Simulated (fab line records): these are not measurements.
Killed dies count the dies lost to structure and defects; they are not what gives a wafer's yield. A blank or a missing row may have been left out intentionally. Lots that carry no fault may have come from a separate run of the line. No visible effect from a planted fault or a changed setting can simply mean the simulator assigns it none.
Tool commonality check :: flow gf180mcu :: Sample size 14 lots and 42 wafers

== WHY IT WAS OPENED ==
At GF_V5_CD_MEAS_14 the reading cdNm is flagged on 2 of 14 lots. Fault-free wafers read 260.0 nm, with a standard deviation of 1.2.
Rule: flag the lot when none of its wafers has a number, or when each of its wafers that has one lies beyond 4 standard deviations from that mean. As for the other lots, they are considered sound.

lot: L847
measured: day 27 09:21
on: cdSem-02
cdNm (nm), wafer by wafer: 260.4 258.8 260.1
flag: 

lot: L848
measured: day 27 14:33
on: cdSem-02
cdNm (nm), wafer by wafer: 261.7 261.2 261.0
flag: 

lot: L849
measured: day 28 02:49
on: cdSem-02
cdNm (nm), wafer by wafer: 260.2 259.3 258.6
flag: 

lot: L850
measured: day 28 09:35
on: cdSem-01
cdNm (nm), wafer by wafer: 260.4 259.0 260.5
flag: 

lot: L851
measured: day 28 18:14
on: cdSem-02
cdNm (nm), wafer by wafer: 259.6 258.9 260.2
flag: 

lot: L852
measured: day 29 03:01
on: cdSem-01
cdNm (nm), wafer by wafer: 259.9 260.9 259.9
flag: 

lot: L853
measured: day 29 12:40
on: cdSem-01
cdNm (nm), wafer by wafer: 260.0 259.5 259.9
flag: 

lot: L855
measured: day 29 19:47
on: cdSem-01
cdNm (nm), wafer by wafer: 262.4 261.2 262.2
flag: 

lot: L854
measured: day 30 01:03
on: cdSem-02
cdNm (nm), wafer by wafer: 259.0 257.9 258.7
flag: 

lot: L856
measured: day 30 14:44
on: cdSem-01
cdNm (nm), wafer by wafer: 259.4 260.3 260.1
flag: 

lot: L858
measured: day 31 00:37
on: cdSem-02
cdNm (nm), wafer by wafer: 261.8 260.0 260.7
flag: 

lot: L864
measured: day 32 12:01
on: cdSem-01
cdNm (nm), wafer by wafer: 294.7 294.2 293.9
flag: FLAGGED

lot: L865
measured: day 32 14:05
on: cdSem-01
cdNm (nm), wafer by wafer: 293.2 292.8 293.4
flag: FLAGGED

lot: L866
measured: day 33 00:59
on: cdSem-01
cdNm (nm), wafer by wafer: 260.0 261.1 261.1
flag: 
Average over the flagged lots: 293.7 nm; offset from the usual +33.7 nm, equal to +28 standard deviations.

== TOOL THAT RAN EACH LOT ==
The record holds 4 process steps before the reading, out of a route of 602 steps. In each cell: the tool, then ch and the chambers that the sampled wafers went through, then the start.
lot: L847
flag: 
GF_MIM_CVD_05: pecvd-03 ch 0,1,2, day 24 16:09
GF_MIM_SPUTTER_08: pvdSputter-04, day 24 16:17
GF_MIM_STRIP_20: plasmaAsher-01 ch 0,1, day 25 14:20
GF_V5_EXPOSE_11: krfScanner-02 ch 0, day 26 23:11

lot: L848
flag: 
GF_MIM_CVD_05: pecvd-03 ch 0,2, day 24 22:36
GF_MIM_SPUTTER_08: pvdSputter-02, day 24 22:44
GF_MIM_STRIP_20: plasmaAsher-04 ch 0,1, day 25 20:18
GF_V5_EXPOSE_11: krfScanner-01 ch 0, day 27 05:10

lot: L849
flag: 
GF_MIM_CVD_05: pecvd-03 ch 0,2, day 25 10:46
GF_MIM_SPUTTER_08: pvdSputter-03, day 25 10:54
GF_MIM_STRIP_20: plasmaAsher-04 ch 0,1, day 26 07:35
GF_V5_EXPOSE_11: krfScanner-01 ch 0, day 27 16:54

lot: L850
flag: 
GF_MIM_CVD_05: pecvd-04 ch 0,1,2, day 25 18:19
GF_MIM_SPUTTER_08: pvdSputter-03, day 25 18:27
GF_MIM_STRIP_20: plasmaAsher-03 ch 0,1, day 26 14:54
GF_V5_EXPOSE_11: krfScanner-02 ch 0, day 27 23:48

lot: L851
flag: 
GF_MIM_CVD_05: pecvd-04 ch 1,2, day 26 04:05
GF_MIM_SPUTTER_08: pvdSputter-02, day 26 04:14
GF_MIM_STRIP_20: plasmaAsher-04 ch 0,1, day 27 01:03
GF_V5_EXPOSE_11: krfScanner-02 ch 0, day 28 08:58

lot: L852
flag: 
GF_MIM_CVD_05: pecvd-02 ch 0,1,2, day 26 12:47
GF_MIM_SPUTTER_08: pvdSputter-02, day 26 12:56
GF_MIM_STRIP_20: plasmaAsher-01 ch 0,1, day 27 09:39
GF_V5_EXPOSE_11: krfScanner-02 ch 0, day 28 17:35

lot: L853
flag: 
GF_MIM_CVD_05: pecvd-04 ch 0,2, day 26 22:49
GF_MIM_SPUTTER_08: pvdSputter-04, day 26 22:57
GF_MIM_STRIP_20: plasmaAsher-03 ch 0,1, day 27 19:36
GF_V5_EXPOSE_11: krfScanner-02 ch 0, day 29 03:02

lot: L855
flag: 
GF_MIM_CVD_05: pecvd-04 ch 0,1,2, day 27 08:59
GF_MIM_SPUTTER_08: pvdSputter-02, day 27 09:08
GF_MIM_STRIP_20: plasmaAsher-03 ch 0,1, day 28 03:42
GF_V5_EXPOSE_11: krfScanner-01 ch 0, day 29 10:17

lot: L854
flag: 
GF_MIM_CVD_05: pecvd-03 ch 1,2, day 27 13:49
GF_MIM_SPUTTER_08: pvdSputter-03, day 27 13:56
GF_MIM_STRIP_20: plasmaAsher-03 ch 0,1, day 28 09:42
GF_V5_EXPOSE_11: krfScanner-01 ch 0, day 29 15:48

lot: L856
flag: 
GF_MIM_CVD_05: pecvd-02 ch 0,1,2, day 28 05:15
GF_MIM_SPUTTER_08: pvdSputter-02, day 28 05:23
GF_MIM_STRIP_20: plasmaAsher-04 ch 0,1, day 29 01:00
GF_V5_EXPOSE_11: krfScanner-01 ch 0, day 30 06:08

lot: L858
flag: 
GF_MIM_CVD_05: pecvd-02 ch 0,2, day 28 15:31
GF_MIM_SPUTTER_08: pvdSputter-04, day 28 15:39
GF_MIM_STRIP_20: plasmaAsher-04 ch 0,1, day 29 10:53
GF_V5_EXPOSE_11: krfScanner-02 ch 0, day 30 16:12

lot: L864
flag: FLAGGED
GF_MIM_CVD_05: pecvd-02 ch 0,1, day 30 05:32
GF_MIM_SPUTTER_08: pvdSputter-04, day 30 05:40
GF_MIM_STRIP_20: plasmaAsher-01 ch 0,1, day 30 23:45
GF_V5_EXPOSE_11: krfScanner-01 ch 0, day 32 03:24

lot: L865
flag: FLAGGED
GF_MIM_CVD_05: pecvd-03 ch 0,2, day 30 07:31
GF_MIM_SPUTTER_08: pvdSputter-02, day 30 07:39
GF_MIM_STRIP_20: plasmaAsher-03 ch 0,1, day 31 02:00
GF_V5_EXPOSE_11: krfScanner-01 ch 0, day 32 06:01

lot: L866
flag: 
GF_MIM_CVD_05: pecvd-04 ch 1,2, day 30 20:01
GF_MIM_SPUTTER_08: pvdSputter-04, day 30 20:09
GF_MIM_STRIP_20: plasmaAsher-04 ch 0,1, day 31 13:39
GF_V5_EXPOSE_11: krfScanner-02 ch 0, day 32 16:45
What is done by these steps:
- GF_MIM_CVD_05: deposits Si3N4, target thk 42 nm, time 29.086 s.
- GF_MIM_SPUTTER_08: material AlCu, target thk 200 nm, time 10.6 s.
- GF_MIM_STRIP_20: strips in O2/N2.
- GF_V5_EXPOSE_11: exposes mask Via5, target cd 260 nm.
- GF_V5_CD_MEAS_14: target cd 260 nm.

== FLAGGED AGAINST TOTAL, ONE TOOL AT A TIME (gauges that did the reading follow at the end) ==
step: GF_MIM_CVD_05
tool: pecvd-02
lots run: 4
flagged: 1
share of the flagged lots: some
sound lots run after its first flagged lot: 0

step: GF_MIM_CVD_05
tool: pecvd-03
lots run: 5
flagged: 1
share of the flagged lots: some
sound lots run after its first flagged lot: 0

step: GF_MIM_CVD_05
tool: pecvd-04
lots run: 5
flagged: 0
share of the flagged lots: none
sound lots run after its first flagged lot: -

step: GF_MIM_SPUTTER_08
tool: pvdSputter-02
lots run: 6
flagged: 1
share of the flagged lots: some
sound lots run after its first flagged lot: 0

step: GF_MIM_SPUTTER_08
tool: pvdSputter-03
lots run: 3
flagged: 0
share of the flagged lots: none
sound lots run after its first flagged lot: -

step: GF_MIM_SPUTTER_08
tool: pvdSputter-04
lots run: 5
flagged: 1
share of the flagged lots: some
sound lots run after its first flagged lot: 1 (L866)

step: GF_MIM_STRIP_20
tool: plasmaAsher-01
lots run: 3
flagged: 1
share of the flagged lots: some
sound lots run after its first flagged lot: 0

step: GF_MIM_STRIP_20
tool: plasmaAsher-03
lots run: 5
flagged: 1
share of the flagged lots: some
sound lots run after its first flagged lot: 0

step: GF_MIM_STRIP_20
tool: plasmaAsher-04
lots run: 6
flagged: 0
share of the flagged lots: none
sound lots run after its first flagged lot: -

step: GF_V5_EXPOSE_11
tool: krfScanner-01
lots run: 7
flagged: 2
share of the flagged lots: all
sound lots run after its first flagged lot: 0

step: GF_V5_EXPOSE_11
tool: krfScanner-02
lots run: 7
flagged: 0
share of the flagged lots: none
sound lots run after its first flagged lot: -

step: GF_V5_CD_MEAS_14
tool: cdSem-01
lots run: 8
flagged: 2
share of the flagged lots: all
sound lots run after its first flagged lot: 1 (L866)

step: GF_V5_CD_MEAS_14
tool: cdSem-02
lots run: 6
flagged: 0
share of the flagged lots: none
sound lots run after its first flagged lot: -

== WHAT IS ALLOWED BY THE TABLE ==
krfScanner-01 at GF_V5_EXPOSE_11 and cdSem-01 at GF_V5_CD_MEAS_14 are the 2 rows of the table that ran each flagged lot.
- krfScanner-01 at GF_V5_EXPOSE_11: 2 of its 7 lots flagged. Last sound lot L856 at day 30 06:08, first flagged lot L864 at day 32 03:24; a fault beginning in between fits. Its own readings lie more than 4 standard deviations out on every wafer of the flagged lots: exposureDoseMJCm2.
- cdSem-01 at GF_V5_CD_MEAS_14: 2 of its 8 lots flagged. Sound lots ran on it after the first flagged one (L866), which a lasting fault on the whole tool wouldn't allow.
What remains is a single tool, krfScanner-01 at GF_V5_EXPOSE_11.

== WHAT THE SIMULATOR PUT IN ==
Process parameters drifting: krfScanner-01 at GF_V5_EXPOSE_11, beginning at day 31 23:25. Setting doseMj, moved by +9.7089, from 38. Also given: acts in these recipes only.
Struck lots among those shown: L864, L865. The rule above reached the same finding.
